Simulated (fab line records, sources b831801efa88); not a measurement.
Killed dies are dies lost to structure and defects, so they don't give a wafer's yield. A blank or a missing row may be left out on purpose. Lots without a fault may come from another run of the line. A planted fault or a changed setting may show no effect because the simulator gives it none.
A struck lot beside a sound one | flow sfq_line | 42 steps out of a route of 325
Sound: wafers L550.3, L550.4, L550.5. Struck: wafer L545.4. (L545.1, L545.6 of the same lot were not struck and are left out.) The cause comes at the end.
At each step with rows: each side's tool, then ch and its chambers, then its first start. Under that, the readings that differ: sound wafers | struck wafers | difference of the means | sigmas: that difference in standard deviations of wafers without a fault.
alike: readings whose means differ by less than 2 such deviations, and words and numbers that are the same on both sides. not compared: withheld readings, readings that some wafer has no value for, bounds like >300 that may hide the same value, and numbers for which the record gives no deviation and whose values overlap.
The two part at a step that has a row with sigmas, a row that says differs or no value, or rows on one side only. Numbers that don't overlap but have no deviation are shown without sigmas and don't part them. A reading that every wafer of one side lacks parts them only if that side has two wafers or more.

first, 6 steps without rows for these wafers: SFQ_TRILAYER_C5_LITHO_COAT_156 (resist thk 62 nm); SFQ_TRILAYER_C5_LITHO_COAT_151 (resist thk 650 nm); SFQ_TRILAYER_C5_LITHO_SOFTBAKE_155; SFQ_TRILAYER_C5_LITHO_EXPOSE_152 (exposes mask C5, target cd 500 nm); SFQ_TRILAYER_C5_LITHO_PEB_154 (peb time 60 s); SFQ_TRILAYER_C5_LITHO_DEVELOP_153 (time 60 s).
SFQ_C5_OVL_MEAS_937:
  sound on overlay-01, day 79 03:16; struck on overlay-01, day 77 13:04
  alike: C5_OVL
SFQ_TRILAYER_C5_BARC_OPEN_VIA_ETCH_210: etches BARC in O2, target depth 125 nm, time 41.7 s.
  sound on rie_diel-03 ch 0,3, day 79 03:17; struck on rie_diel-02 ch 3, day 77 13:05
  reading                     | sound       | struck | difference | sigmas
  drypump_motor_current_A (A) | 5.5 5.3 5.3 | 6.2    | +0.8       | +2
  alike: oes_product_au
  not compared: rf_hours_counter_h
SFQ_TRILAYER_C5_ETCH_VIA_ETCH_154: etches SiO2 in CHF3, stops on Nb, target depth 84 nm.
  sound on rie_diel-03 ch 0,3, day 79 03:19; struck on rie_diel-02 ch 3, day 77 13:08
  reading                     | sound       | struck | difference | sigmas
  drypump_motor_current_A (A) | 5.5 5.3 5.3 | 6.2    | +0.8       | +2
  alike: oes_product_au
SFQ_TRILAYER_C5_STRIP_STRIP_155: strips in O2.
  sound on rie_metal-04 ch 0,1, day 79 03:34; struck on rie_metal-01 ch 0, day 77 13:11
  alike: drypump_motor_current_A, oes_product_au
  not compared: rf_hours_counter_h
then, 2 steps without rows for these wafers: SFQ_TRILAYER_C5_STRIP_SOLV_CLEAN_156 (cleans in NMP, time 600 s); SFQ_TRILAYER_M6_DEP_PRE_CLEAN_158 (time 22.5 s).
SFQ_TRILAYER_M6_DEP_SPUTTER_157: material Nb, target thk 200 nm, time 133.3 s.
  sound on pvd_sputter-05, day 79 04:10; struck on pvd_sputter-06, day 77 14:11
  reading                                             | sound           | struck | difference | sigmas
  model.Nb_of_TRILAYER_M6_DEP_SPUTTER_157.thk_nm (nm) | 204.5 200 204.4 | 314.8  | +111.8     |
  alike: chamber_pressure_pa, substrate_temp_c, throttle_valve_pct
SFQ_M6_RS_MEAS_938: measures by four-point-probe.
  sound on film_metro-02, day 79 04:18; struck on film_metro-02, day 77 14:17
  reading           | sound             | struck | difference | sigmas
  M6_NB_RS (ohm/sq) | 0.871 0.890 0.870 | 0.564  | -0.313     | -26
then, 6 steps without rows for these wafers: SFQ_TRILAYER_M6_LITHO_COAT_164 (resist thk 62 nm); SFQ_TRILAYER_M6_LITHO_COAT_159 (resist thk 600 nm); SFQ_TRILAYER_M6_LITHO_SOFTBAKE_163; SFQ_TRILAYER_M6_LITHO_EXPOSE_160 (exposes mask M6, target cd 500 nm); SFQ_TRILAYER_M6_LITHO_PEB_162 (peb time 60 s); SFQ_TRILAYER_M6_LITHO_DEVELOP_161 (time 60 s).
-- the record jumps here: 3 days lie between the struck wafers' starts before and after --
SFQ_M6_OVL_MEAS_940:
  sound on overlay-02, day 81 05:32; struck on overlay-01, day 80 23:32
  reading     | sound    | struck | difference | sigmas
  M6_OVL (nm) | -3 -2 -3 | 9      | +12        | +2
then, 1 step without rows for these wafers: SFQ_TRILAYER_M6_BARC_OPEN_METAL_ETCH_206 (etches BARC in O2, target depth 125 nm, time 41.7 s).
SFQ_TRILAYER_M6_ETCH_METAL_ETCH_162: etches Nb in Cl2/Ar, stops on SiO2, target depth 240 nm, time 120 s.
  sound on rie_metal-03 ch 0,1, day 81 05:40; struck on rie_metal-02 ch 1, day 80 23:38
  reading                     | sound             | struck | difference | sigmas
  drypump_motor_current_A (A) | 5.9 5.1 5.1       | 6.3    | +0.9       | +3
  oes_product_au (a.u.)       | 0.905 0.890 0.899 | 1.003  | +0.105     | +12
  not compared: rf_hours_counter_h
then, 2 steps without rows for these wafers: SFQ_TRILAYER_M6_STRIP_STRIP_163 (strips in O2); SFQ_TRILAYER_M6_STRIP_SOLV_CLEAN_164 (cleans in NMP, time 600 s).
SFQ_TRILAYER_I6_DEP_PECVD_165: deposits SiO2 from SiH4/N2O, time 111.11 s, target thk 500 nm.
  sound on pecvd-03 ch 0,2, day 81 06:44; struck on pecvd-01 ch 1, day 81 00:32
  reading                  | sound      | struck | difference | sigmas
  heater_power_outer_w (W) | 46 33 41   | 20     | -20        | -2
  heater_power_w (W)       | 108 92 106 | 62     | -40        | -3
  alike: chamber_pressure_Torr, susceptor_temp_C, throttle_valve_pct
SFQ_TRILAYER_I6_CMP_CMP_166: polishes SiO2.
  sound on cmp-02 ch 2,3, day 81 10:49; struck on cmp-01 ch 1, day 81 00:37
  alike: head_pressure_psi, motor_current_A, time_to_endpoint_s
SFQ_I6_BOW_MEAS_941:
  sound on film_metro-01, day 81 13:51; struck on film_metro-02, day 81 03:37
  reading     | sound    | struck | difference | sigmas
  I6_BOW (um) | 14 20 19 | 0      | -18        | -2
then, 7 steps without rows for these wafers: SFQ_TRILAYER_I6_METRO_MEASURE_167; SFQ_TRILAYER_I6_VIA_LITHO_COAT_174 (resist thk 62 nm); SFQ_TRILAYER_I6_VIA_LITHO_COAT_169 (resist thk 650 nm); SFQ_TRILAYER_I6_VIA_LITHO_SOFTBAKE_173; SFQ_TRILAYER_I6_VIA_LITHO_EXPOSE_170 (exposes mask I6, target cd 700 nm); SFQ_TRILAYER_I6_VIA_LITHO_PEB_172 (peb time 60 s); SFQ_TRILAYER_I6_VIA_LITHO_DEVELOP_171 (time 60 s).
-- the record jumps here: 3 days lie between the struck wafers' starts before and after --
SFQ_I6_OVL_MEAS_942:
  sound on overlay-02, day 84 23:52; struck on overlay-01, day 84 08:00
  alike: I6_OVL
then, 5 steps without rows for these wafers: SFQ_TRILAYER_I6_VIA_BARC_OPEN_VIA_ETCH_235 (etches BARC in O2, target depth 125 nm, time 41.7 s); SFQ_TRILAYER_I6_VIA_ETCH_VIA_ETCH_172 (etches SiO2 in CHF3, stops on Nb, target depth 260 nm); SFQ_TRILAYER_I6_VIA_STRIP_STRIP_173 (strips in O2); SFQ_TRILAYER_I6_VIA_STRIP_SOLV_CLEAN_174 (cleans in NMP, time 600 s); SFQ_TRILAYER_M7_DEP_PRE_CLEAN_176 (time 22.5 s).
-- the record jumps here: 8 days lie between the struck wafers' starts before and after --
SFQ_M8_BOW_MEAS_951:
  sound on film_metro-01, day 92 19:45; struck on film_metro-04, day 92 09:05
  reading                       | sound              | struck | difference | sigmas
  M8_BOW (um)                   | 16 21 22           | 1      | -19        | -2
  model.etest.m6.comb_log10_ohm | 12 12 12           | 0      | -12        |
  model.etest.m6.ohm_sq         | 0.8705 0.89 0.8708 | 0.5654 | -0.3117    |

WHERE THEY PART
First at SFQ_TRILAYER_C5_BARC_OPEN_VIA_ETCH_210; last, within this record, at SFQ_M8_BOW_MEAS_951.

WHY: what the simulator had put in
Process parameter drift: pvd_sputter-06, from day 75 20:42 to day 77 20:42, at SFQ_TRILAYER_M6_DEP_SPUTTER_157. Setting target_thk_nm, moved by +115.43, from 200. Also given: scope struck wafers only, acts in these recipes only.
